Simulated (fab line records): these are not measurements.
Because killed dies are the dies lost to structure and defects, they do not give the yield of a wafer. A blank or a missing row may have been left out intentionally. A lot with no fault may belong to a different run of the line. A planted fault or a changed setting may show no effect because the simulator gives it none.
Which of the tools did it? ; flow sfq_line ; Sampling: 15 lots, 45 wafers, 3 of 325 route steps

WHAT EACH GAUGE READ, for each wafer
SFQ_M7_OVL_MEAS_945.
lot;measured;on;M7_OVL (nm)
L539;day 69 20:07;overlay-02;0 -2 2
L542;day 71 05:50;overlay-02;-5 8 -6
L544;day 71 12:03;overlay-02;-6 -3 2
L547;day 72 04:15;overlay-01;-4 -6 -9
L548;day 76 15:55;overlay-02;3 -5 5
L549;day 77 05:07;overlay-01;-6 7 3
L552;day 77 23:13;overlay-01;0 8 9
L555;day 79 10:32;overlay-02;0 3 -1
L556;day 79 14:08;overlay-02;-11 1 1
L557;day 80 00:56;overlay-02;8 1 0
L558;day 81 02:53;overlay-02;4 1 3
L559;day 81 05:16;overlay-01;-1 4 -6
L560;day 81 06:28;overlay-02;2 3 -7
L561;day 81 08:52;overlay-01;-6 5 1
L562;day 81 12:28;overlay-01;3 1 2

EACH LOT AND THE TOOL THAT RAN IT (in order: tool; ch and the chambers of the sampled wafers; start)
lot;SFQ_TRILAYER_I1_DEP_PECVD_045;SFQ_TRILAYER_I5_ETCH_VIA_ETCH_147
L539;pecvd-01 ch 1,2, day 12 18:49;rie_diel-02 ch 2,3, day 59 13:28
L542;pecvd-02 ch 1,2, day 13 20:22;rie_diel-02 ch 0,2,3, day 61 02:20
L544;pecvd-02 ch 0,2, day 14 10:22;rie_diel-03 ch 0,1,2, day 61 10:44
L547;pecvd-02 ch 0,1, day 15 04:22;rie_diel-01 ch 0,2,3, day 62 10:44
L548;pecvd-02 ch 0,1,2, day 15 20:44;rie_diel-01 ch 0,1, day 63 08:20
L549;pecvd-02 ch 0,1,2, day 16 04:43;rie_diel-02 ch 1,2, day 63 17:56
L552;pecvd-01 ch 0,1,2, day 17 06:41;rie_diel-01 ch 0,3, day 65 01:16
L555;pecvd-03 ch 0,1,2, day 18 09:59;rie_diel-01 ch 0,3, day 67 02:28
L556;pecvd-02 ch 1,2, day 18 19:23;rie_diel-03 ch 1,2, day 67 04:52
L557;pecvd-01 ch 0,1, day 19 01:23;rie_diel-02 ch 0,1,2, day 67 15:47
L558;pecvd-02 ch 0,1,2, day 19 05:02;rie_diel-02 ch 0,1,3, day 69 04:40
L559;pecvd-02 ch 0,1, day 19 12:27;rie_diel-01 ch 0,1,3, day 69 07:04
L560;pecvd-03 ch 0,1, day 19 16:34;rie_diel-01 ch 0,1,3, day 69 13:04
L561;pecvd-03 ch 0,1,2, day 20 04:59;rie_diel-03 ch 0,1,3, day 69 21:28
L562;pecvd-01 ch 1,2, day 20 09:22;rie_diel-02 ch 0,1,3, day 69 22:40
- SFQ_TRILAYER_I1_DEP_PECVD_045: deposits SiO2 from SiH4/N2O, time 111.11 s, target thk 500 nm.
- SFQ_TRILAYER_I5_ETCH_VIA_ETCH_147: etches the open film in CHF3, stops on Nb, target depth 360 nm.

WHAT THE TOOLS THEMSELVES READ (means of the sampled wafers that have a number; where no wafer has one, the mark that the record gives instead)
SFQ_TRILAYER_I1_DEP_PECVD_045.
lot;tool;heater_power_w (W);run_length_s (s);throttle_valve_pct (%)
L539;pecvd-01;83;139.1;22.3
L542;pecvd-02;107;138.6;24.8
L544;pecvd-02;104;139.1;24.5
L547;pecvd-02;115;135.2;25.1
L548;pecvd-02;113;135.3;24.8
L549;pecvd-02;111;135.1;24.9
L552;pecvd-01;76;139.2;22.8
L555;pecvd-03;95;139.0;27.0
L556;pecvd-02;103;138.9;25.1
L557;pecvd-01;70;138.9;23.4
L558;pecvd-02;113;139.2;25.1
L559;pecvd-02;120;139.6;25.2
L560;pecvd-03;118;139.7;26.3
L561;pecvd-03;97;139.1;27.4
L562;pecvd-01;82;139.3;22.5

SFQ_TRILAYER_I5_ETCH_VIA_ETCH_147.
lot;tool;drypump_motor_current_A (A);oes_product_au (a.u.)
L539;rie_diel-02;5.2;0.988
L542;rie_diel-02;5.3;0.988
L544;rie_diel-03;5.6;0.990
L547;rie_diel-01;5.9;0.991
L548;rie_diel-01;5.4;0.989
L549;rie_diel-02;5.2;0.993
L552;rie_diel-01;6.0;0.987
L555;rie_diel-01;6.0;0.982
L556;rie_diel-03;5.7;0.989
L557;rie_diel-02;5.4;0.988
L558;rie_diel-02;5.5;0.992
L559;rie_diel-01;5.7;0.979
L560;rie_diel-01;5.7;0.977
L561;rie_diel-03;5.6;0.995
L562;rie_diel-02;5.5;0.990

THE ANSWER, worked out from the rows above alone
Rule: what is usual is taken from the lots themselves. Put in order of their means at a reading, lots are off if they are a third of the lots or fewer, leave a main group of 4 or more, and stand apart from it by a gap of 3 or more times the standard deviation of the main group's means; of several such gaps the widest counts. Not used: any main group whose means are identical at the precision the tables above print for the reading. A lot without any number at a reading at which 4 lots or more have one is off too. The other lots that the step has rows for count as sound. Order of review: gauges by route order, followed by the tools' own readings, for which a lot's mean as printed above is used. At the first step where some lot is off, the reading lying furthest off is the one used; lots without a number count as furthest.
Off at SFQ_TRILAYER_I1_DEP_PECVD_045 (run_length_s): L547, L548, L549. The main group has a mean of 139.1 s with a standard deviation of 0.29.
If a tool, at that step or one of the process steps before it, ran each lot that is off and ran no sound lot following the first of them, it fits. Of those tried, none fits.

WHAT THE SIMULATOR HAD PUT IN
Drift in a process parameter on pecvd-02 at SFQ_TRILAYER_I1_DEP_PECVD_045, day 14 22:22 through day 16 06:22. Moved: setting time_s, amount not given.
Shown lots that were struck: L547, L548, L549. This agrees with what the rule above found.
